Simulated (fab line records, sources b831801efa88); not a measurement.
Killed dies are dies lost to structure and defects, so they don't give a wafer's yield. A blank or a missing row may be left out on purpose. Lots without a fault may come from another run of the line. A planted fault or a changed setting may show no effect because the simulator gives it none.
Chamber matching | flow gf180mcu | GF_V3_CMP_26 on cmp-01: 4 sister chambers
The step polishes, stops on SiO2, t overpolish 15 s, target thk 0 nm. 14 wafers are shown with their chamber, then 7 later ones without.

WAFERS WITH THEIR CHAMBER
wafer  | chamber | motor_current_A (A) | time_to_endpoint_s (s) | overpolish_run_s (s)
L107.1 | 0       | 10.5                | 80                     | 14.997
L107.3 | 3       | 12.1                | 85                     | 15.016
L107.4 | 2       | 10.5                | 78                     | 15.018
L109.2 | 2       | 11.3                | 83                     | 14.993
L109.4 | 0       | 10.6                | 86                     | 15.001
L109.6 | 1       | 11.6                | 81                     | 15.001
L111.1 | 1       | 11.6                | 84                     | 15.013
L111.2 | 2       | 10.7                | 84                     | 14.993
L111.4 | 0       | 11.1                | 84                     | 14.988
L122.2 | 3       | 12.3                | 89                     | 14.993
L122.5 | 2       | 10.9                | 82                     | 15.014
L122.6 | 1       | 12.2                | 85                     | 15.008
L127.1 | 3       | 12.0                | 91                     | 14.999
L127.2 | 2       | 10.9                | 82                     | 15.014

SIGNATURES (means of the wafers above)
reading            | chamber 0 | chamber 1 | chamber 2 | chamber 3 | scatter within a chamber
motor_current_A    | 10.733    | 11.800    | 10.860    | 12.133    | 0.291
time_to_endpoint_s | 83.33     | 83.33     | 81.80     | 88.33     | 2.58
overpolish_run_s   | 14.99533  | 15.00733  | 15.00640  | 15.00267  | 0.0103
Rule: a wafer's distance from a chamber is the root of the sum, over the readings, of the square of ((its reading less the chamber's mean) divided by the reading's scatter). The wafer belongs to the nearest chamber; if the next one is less than 2 further off, it can't be placed. The scatter: the root of (the sum of the squares of (reading less its chamber's mean) over the shown wafers, divided by (wafers less chambers)).

WAFERS WITHOUT THEIR CHAMBER
wafer  | motor_current_A (A) | time_to_endpoint_s (s) | overpolish_run_s (s)
L127.4 | 12.0                | 84                     | 14.983
L128.2 | 10.9                | 88                     | 15.005
L128.5 | 9.9                 | 83                     | 15.008
L128.6 | 12.9                | 92                     | 15.005
L126.1 | 12.3                | 87                     | 14.991
L126.2 | 11.1                | 87                     | 15.000
L126.5 | 10.9                | 88                     | 14.992

WHICH CHAMBER EACH WENT THROUGH
wafer  | from the rows above               | in truth
L127.4 | can't be placed: 1 or 3           | 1
L128.2 | can't be placed: 0 or 2 or 1      | 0
L128.5 | can't be placed: 0 or 2           | 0
L128.6 | 3                                 | 3
L126.1 | can't be placed: 3 or 1           | 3
L126.2 | can't be placed: 0 or 2 or 1 or 3 | 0
L126.5 | can't be placed: 0 or 2 or 1      | 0
Placed correctly: 1 of 7. Can't be placed from these rows: 6 (the true chamber is among the candidates in 6). Placed wrongly: 0.
